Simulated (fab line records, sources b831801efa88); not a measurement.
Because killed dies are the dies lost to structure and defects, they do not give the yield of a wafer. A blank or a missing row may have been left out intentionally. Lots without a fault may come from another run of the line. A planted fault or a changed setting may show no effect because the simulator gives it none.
What tool caused it? ; flow sky130 ; Sampling: 13 lots, 39 wafers, 4 of 708 route steps

WHAT EACH GAUGE READ, for each wafer
SKY_PASSIVATION_THK_MEAS_03.
lot;measured;on;PASSIVATION_CVD_02_THK (nm)
L252;day 43 21:50;filmMetro-02;525 541 536
L253;day 44 05:32;filmMetro-01;539 549 550
L254;day 44 11:22;filmMetro-01;532 542 548
L260;day 46 13:05;filmMetro-01;531 542 542
L261;day 46 16:22;filmMetro-02;530 533 526
L263;day 47 03:58;filmMetro-01;530 541 540
L265;day 47 09:19;filmMetro-03;536 546 545
L266;day 47 18:41;filmMetro-03;537 534 542
L267;day 48 05:07;filmMetro-03;530 531 541
L268;day 48 20:09;filmMetro-02;534 530 538
L273;day 49 11:52;filmMetro-01;535 543 554
L274;day 49 09:43;filmMetro-03;549 545 546
L275;day 49 15:58;filmMetro-03;543 544 558

WHICH TOOL RAN EACH LOT (tool, then ch and the chambers of the sampled wafers, then the start)
lot;SKY_LOCAL_INTERCONNECT_CLEAN_17;SKY_METAL5_SPUTTER_02;SKY_PASSIVATION_CVD_02
L252;wetBench-01 ch 1, day 30 09:47;pvdSputter-03, day 42 22:05;pecvd-02 ch 0,1,2, day 43 21:35
L253;wetBench-03 ch 3, day 30 12:43;pvdSputter-04, day 43 05:08;pecvd-03 ch 1,2, day 44 05:19
L254;wetBench-01 ch 0, day 31 01:03;pvdSputter-04, day 43 11:44;pecvd-04 ch 1,2, day 44 11:08
L260;wetBench-01 ch 1, day 33 18:14;pvdSputter-01, day 45 15:27;pecvd-02 ch 0,2, day 46 12:50
L261;wetBench-01 ch 0, day 33 18:21;pvdSputter-01, day 45 17:35;pecvd-04 ch 0,1,2, day 46 16:08
L263;wetBench-01 ch 3, day 34 10:49;pvdSputter-03, day 46 05:47;pecvd-03 ch 0,1,2, day 47 03:44
L265;wetBench-04 ch 3, day 34 17:41;pvdSputter-04, day 46 11:43;pecvd-03 ch 0,2, day 47 09:05
L266;wetBench-04 ch 2, day 35 06:23;pvdSputter-03, day 46 21:44;pecvd-04 ch 0,1,2, day 47 18:26
L267;wetBench-03 ch 3, day 35 20:32;pvdSputter-04, day 47 08:14;pecvd-02 ch 0,1,2, day 48 04:53
L268;wetBench-04 ch 0, day 36 14:05;pvdSputter-03, day 47 23:46;pecvd-04 ch 0,1, day 48 19:55
L273;wetBench-04 ch 1, day 37 12:22;pvdSputter-04, day 48 16:19;pecvd-03 ch 0,1,2, day 49 11:38
L274;wetBench-03 ch 0, day 37 14:08;pvdSputter-03, day 48 13:48;pecvd-03 ch 0,1,2, day 49 09:29
L275;wetBench-03 ch 3, day 37 19:56;pvdSputter-03, day 48 21:31;pecvd-03 ch 1,2, day 49 15:45
- SKY_LOCAL_INTERCONNECT_CLEAN_17: cleans in IPA, time 180 s.
- SKY_METAL5_SPUTTER_02: material AlCu, target thk 1150 nm, time 61.2 s.
- SKY_PASSIVATION_CVD_02: deposits Si3N4, target thk 540 nm.

WHAT THE TOOLS THEMSELVES READ (means of the sampled wafers that have a number; where no wafer has one, the mark that the record gives instead)
SKY_LOCAL_INTERCONNECT_CLEAN_17.
lot;tool;tempC (C)
L252;wetBench-01;24.94
L253;wetBench-03;25.01
L254;wetBench-01;24.96
L260;wetBench-01;25.02
L261;wetBench-01;25.03
L263;wetBench-01;24.98
L265;wetBench-04;24.94
L266;wetBench-04;24.98
L267;wetBench-03;25.11
L268;wetBench-04;24.90
L273;wetBench-04;25.10
L274;wetBench-03;25.13
L275;wetBench-03;24.86

SKY_METAL5_SPUTTER_02.
lot;tool;throttleValvePct (%)
L252;pvdSputter-03;30.5
L253;pvdSputter-04;28.4
L254;pvdSputter-04;28.4
L260;pvdSputter-01;31.1
L261;pvdSputter-01;30.6
L263;pvdSputter-03;30.6
L265;pvdSputter-04;30.1
L266;pvdSputter-03;30.1
L267;pvdSputter-04;28.3
L268;pvdSputter-03;30.0
L273;pvdSputter-04;29.6
L274;pvdSputter-03;29.9
L275;pvdSputter-03;30.3

SKY_PASSIVATION_CVD_02.
lot;tool;heaterPowerW (W)
L252;pecvd-02;708
L253;pecvd-03;712
L254;pecvd-04;677
L260;pecvd-02;686
L261;pecvd-04;675
L263;pecvd-03;731
L265;pecvd-03;699
L266;pecvd-04;639
L267;pecvd-02;716
L268;pecvd-04;611
L273;pecvd-03;678
L274;pecvd-03;693
L275;pecvd-03;717

THE ANSWER, worked out from the rows above alone
Rule: the usual values come from the lots themselves. The widest of any qualifying gaps counts: lots, ordered by their means at a reading, are off when they make up no more than a third of the lots, leave a main group of 4 or more, and stand apart from it by 3 or more times the standard deviation of that group's means. If all means in a main group match to the digits the tables above print for the reading, that group is not used. A lot without any number at a reading at which 4 lots or more have one is off too. All remaining lots with rows at the step are treated as sound. After the gauges, taken in route order, come the tools' own readings; for these a lot's mean is taken, as printed above. At the first step where some lot is off, the reading lying furthest off is the one used; lots without a number count as furthest.
None of the lots is off at any reading shown; this tells nothing.

WHAT THE SIMULATOR PUT IN
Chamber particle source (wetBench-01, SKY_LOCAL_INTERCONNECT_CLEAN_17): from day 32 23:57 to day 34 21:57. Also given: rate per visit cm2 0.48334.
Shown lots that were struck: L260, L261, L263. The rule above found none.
